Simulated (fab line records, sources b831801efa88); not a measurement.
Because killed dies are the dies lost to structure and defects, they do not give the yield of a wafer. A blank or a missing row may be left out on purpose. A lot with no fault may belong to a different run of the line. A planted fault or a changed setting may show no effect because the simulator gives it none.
Split-lot trial	flow sky130	23 wafers read across 5 lots, on a route 708 steps long

== THE SPLIT ==
At SKY_LI_CONTACT_SPUTTER_20 (material TiN, target thk 20 nm, time 80 s), the setting power-w was moved away from the recipe's 4000 W on 7 of the 23 wafers read, by -11.5% to -4.0%. All remaining wafers had this setting at the recipe value.

The reading comes from the split's own step.

== THE READING ==
TiN_of_LI_CONTACT_SPUTTER_20.thk-nm (the simulator's own value, which no gauge read), in nm, at SKY_LI_CONTACT_SPUTTER_20 (material TiN, target thk 20 nm, time 80 s). There is no usual value for it anywhere in the file. Across the 16 wafers here that went through the recipe, the average is 20.00 nm and the standard deviation 0.16 nm.

wafer	tool, chamber at the split	power-w as run, W	against the recipe	TiN_of_LI_CONTACT_SPUTTER_20.thk-nm, nm	against lot-mates on the recipe
L075.1	pvd-sputter-02, -	4000	recipe	19.91	-
L075.2	pvd-sputter-02, -	4000	recipe	20.05	-
L075.3	pvd-sputter-02, -	3839	-4.0%	19.47	-0.42
L075.4	pvd-sputter-02, -	4000	recipe	19.72	-
L075.6	pvd-sputter-02, -	3839	-4.0%	19.36	-0.53
L077.2	pvd-sputter-03, -	4000	recipe	19.92	-
L077.3	pvd-sputter-03, -	4000	recipe	19.94	-
L077.5	pvd-sputter-03, -	4000	recipe	19.86	-
L079.1	pvd-sputter-04, -	3541	-11.5%	17.91	-2.17
L079.2	pvd-sputter-04, -	4000	recipe	20.24	-
L079.4	pvd-sputter-04, -	3541	-11.5%	17.71	-2.37
L079.5	pvd-sputter-04, -	4000	recipe	19.92	-
L079.6	pvd-sputter-04, -	3541	-11.5%	17.76	-2.32
L081.1	pvd-sputter-03, -	4000	recipe	19.81	-
L081.2	pvd-sputter-03, -	4000	recipe	20.22	-
L081.3	pvd-sputter-03, -	4000	recipe	20	-
L081.4	pvd-sputter-03, -	4000	recipe	20.25	-
L081.6	pvd-sputter-03, -	4000	recipe	20.04	-
L085.1	pvd-sputter-03, -	4000	recipe	20.26	-
L085.2	pvd-sputter-03, -	3638	-9.1%	18.23	-1.82
L085.4	pvd-sputter-03, -	4000	recipe	19.87	-
L085.5	pvd-sputter-03, -	3638	-9.1%	18.35	-1.70
L085.6	pvd-sputter-03, -	4000	recipe	20.03	-

THE FIT
A straight line over all 23 wafers: TiN_of_LI_CONTACT_SPUTTER_20.thk-nm changes by +0.19 nm for each +1% of power-w; r = +0.98; the points scatter about the line by 0.16 nm.
The same after taking each lot's own level away (the mean of its wafers on the recipe; 23 wafers): +0.196 nm for each +1%; r = +0.98; scatter 0.16 nm.
The reading moves by 2.2 nm for the largest change in power-w, on that fit.
Measured against the standard deviation above, the lots' own levels, which go from 19.893 to 20.080 nm, span 1.2 times it.
Consequently the slope shifts little with the lot-to-lot level, the two slopes agreeing.
Check: with one of the wafers moved furthest among these (-11.5%) left out of the fit, the line predicts -2.24 nm for it against its lot-mates. It came out at -2.17 nm against them.

== THE FILE'S OWN FIT ==
TiN_of_LI_CONTACT_SPUTTER_20.thk-nm changes by +0.192 nm for each +1% of power-w, r = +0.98.
